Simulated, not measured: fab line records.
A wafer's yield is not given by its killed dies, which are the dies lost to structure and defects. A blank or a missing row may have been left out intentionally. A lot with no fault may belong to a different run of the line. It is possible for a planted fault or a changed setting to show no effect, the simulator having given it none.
Chamber matching	flow gf180mcu	4 sister chambers for GF_V4_CMP_26 on cmp-02
The step polishes, stops on SiO2, t overpolish 15 s, target thk 0 nm. 4 wafers are shown with their chamber, then 10 later ones without.

EACH WAFER AND ITS CHAMBER
wafer	chamber	motorCurrentA (A)
L649.4	2	9.9
L649.6	0	11.6
L650.1	1	9.3
L650.3	3	9.3

WAFERS WITH NO CHAMBER GIVEN
wafer	motorCurrentA (A)
L650.5	10.1
L651.2	9.2
L651.4	10.0
L651.6	9.3
L654.4	12.1
L654.5	9.9
L654.6	9.5
L658.2	11.8
L658.5	12.3
L658.6	9.2

WHICH CHAMBER EACH WENT THROUGH
wafer	from the rows above	in truth
L650.5	2	2
L651.2	can't be placed: 1 or 3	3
L651.4	2	2
L651.6	can't be placed: 1 or 3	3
L654.4	0	0
L654.5	2	2
L654.6	can't be placed: 1 or 3 or 2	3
L658.2	0	0
L658.5	0	0
L658.6	can't be placed: 1 or 3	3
Correctly placed: 6 of 10. These rows do not allow placing 4 (true chamber among the candidates in 4). Number placed wrongly: 0.
How it was worked out, from the rows above alone: a wafer's distance from a chamber is the root of the sum, over the readings, of the square of ((its reading less the chamber's mean) divided by the reading's scatter). The wafer belongs to the nearest chamber; if the next one is less than 2 further off, it can't be placed. A chamber's mean is the mean of its shown wafers. The scatter: root of mean squared gap, hidden wafer to nearest shown wafer, with one shown wafer a chamber.
